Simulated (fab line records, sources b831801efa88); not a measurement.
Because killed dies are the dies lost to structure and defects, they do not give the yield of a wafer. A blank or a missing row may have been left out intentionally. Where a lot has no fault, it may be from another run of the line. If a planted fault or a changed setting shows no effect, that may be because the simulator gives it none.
Code-filled problem report in 8D (eight disciplines) form ; flow sky130 ; the parts of the form that need people (team, actions taken, sign-off) are left out

## 1. WHAT IS WRONG
NWELL_OXIDATION_THK at SKY_NWELL_THK_MEAS_02 reads a mean of 12.02 nm on 6 wafers of 2 lots; wafers without a fault read 10.03 nm with a standard deviation of 0.18. Measured from the usual mean, that is +11 standard deviations.
Earliest sighting: wafer L542.2 on filmMetro-03 at day 5 05:44. Wafers with a number at this step in the record: 33, from 11 lots. Rule for "out", or "out of limits": more than 4 standard deviations from the usual mean. All remaining wafers that have a number are taken as sound.

## 2. WHAT IT IS, AND WHAT IT ISN'T
question;is;is not
which readings at this step;NWELL_OXIDATION_THK;-
which lots;L542, L543;L530, L532, L533, L534, L536, L539, L541, L546, L553
which wafers of those lots;all that have a number;-
read on which gauges;filmMetro-03;filmMetro-01, filmMetro-02
when;from day 5 05:44;"up to then (21 sound wafers); but 6 sound wafers of L546, L553 came after"

## 3. WHAT RULES OUT EACH SUSPECT
Counting: any tool at a process step up to the reading is kept as a suspect provided that every lot that is out went through it and no sound lot did after the first of them.
- the gauge at SKY_NWELL_THK_MEAS_02 has been ruled out. All the wafers that are out were read on filmMetro-03, but those of them that SKY_NWELL_OXIDATION_01 has rows for are out there too, on other tools.
- furnace-01 at SKY_NWELL_OXIDATION_01 (stabilise 600 s, purge 300 s, target thk 10 nm): kept. Every lot that is out went through it, starting with L542 (day 5 04:19), and after that it ran no sound lot; the last sound lot it ran before then is L541 (day 4 19:05). Its own spikeTcBottomC, spikeTcCentreC, spikeTcLowerC, spikeTcTopC, spikeTcUpperC, tubeCenterTempC, tube_center_temp_C_max readings are out on those wafers.
The count leaves furnace-01 at SKY_NWELL_OXIDATION_01.

## 4. THE CAUSE (what the simulator had put in)
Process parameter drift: furnace-01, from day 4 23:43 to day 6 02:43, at SKY_NWELL_OXIDATION_01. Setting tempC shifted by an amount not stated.
After counting, this tool was the only one left.

## 5. THE CHAIN OF EFFECTS, in route order
One row per reading whose mean, taken over the struck wafers that have a number, lies over 3 standard deviations from the usual. Readings are gone through only where the record gives a usual standard deviation; hours: the median, over the lots, of the time from a lot's start at the first step in this table giving one to that lot's start at this step; sigmas: the change measured in usual standard deviations.
hours;step;reading;usual;on struck wafers;change;sigmas
0;SKY_NWELL_OXIDATION_01;spikeTcBottomC;919.4 C;934.7;+15.3;+16
0;SKY_NWELL_OXIDATION_01;spikeTcCentreC;900.2 C;916.5;+16.3;+17
0;SKY_NWELL_OXIDATION_01;spikeTcLowerC;901.6 C;919.0;+17.4;+9.7
0;SKY_NWELL_OXIDATION_01;spikeTcTopC;910.9 C;927.6;+16.7;+14
0;SKY_NWELL_OXIDATION_01;spikeTcUpperC;900.0 C;915.6;+15.6;+14
0;SKY_NWELL_OXIDATION_01;tubeCenterTempC;900 C;916;+16;+99 or more
0;SKY_NWELL_OXIDATION_01;tube_center_temp_C_max;902.3;918.6;+16.3;+48
0;SKY_NWELL_OXIDATION_01;zonePowerCentrePct;18.07 %;18.88;+0.81;+4.5
1;SKY_NWELL_THK_MEAS_02;NWELL_OXIDATION_THK;10.03 nm;12.02;+1.99;+11
It contains these process steps:
- SKY_NWELL_OXIDATION_01: stabilise 600 s, purge 300 s, target thk 10 nm.
Later measuring or inspecting steps at which every struck wafer that the step has a row for has a number for every such reading, and none has moved that far: SKY_CONTACT_CD_MEAS_14.

## 6. HOW IT WOULD HAVE BEEN CAUGHT EARLIER
Counted from the fault's start at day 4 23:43, it took 6 hours until the first out-of-limits reading at a measuring or inspecting step in this record, taken at day 5 05:44.
The tool's own readings at SKY_NWELL_OXIDATION_01 were out on every struck wafer that the step has a row for (spikeTcBottomC, spikeTcCentreC, spikeTcLowerC, spikeTcTopC, spikeTcUpperC, tubeCenterTempC, tube_center_temp_C_max): an alarm limit on them would have fired on the first of those.
Lots out: 2; of these, L543 started SKY_NWELL_OXIDATION_01 on furnace-01 after day 5 05:44. Holding the tool at that time would have saved it.
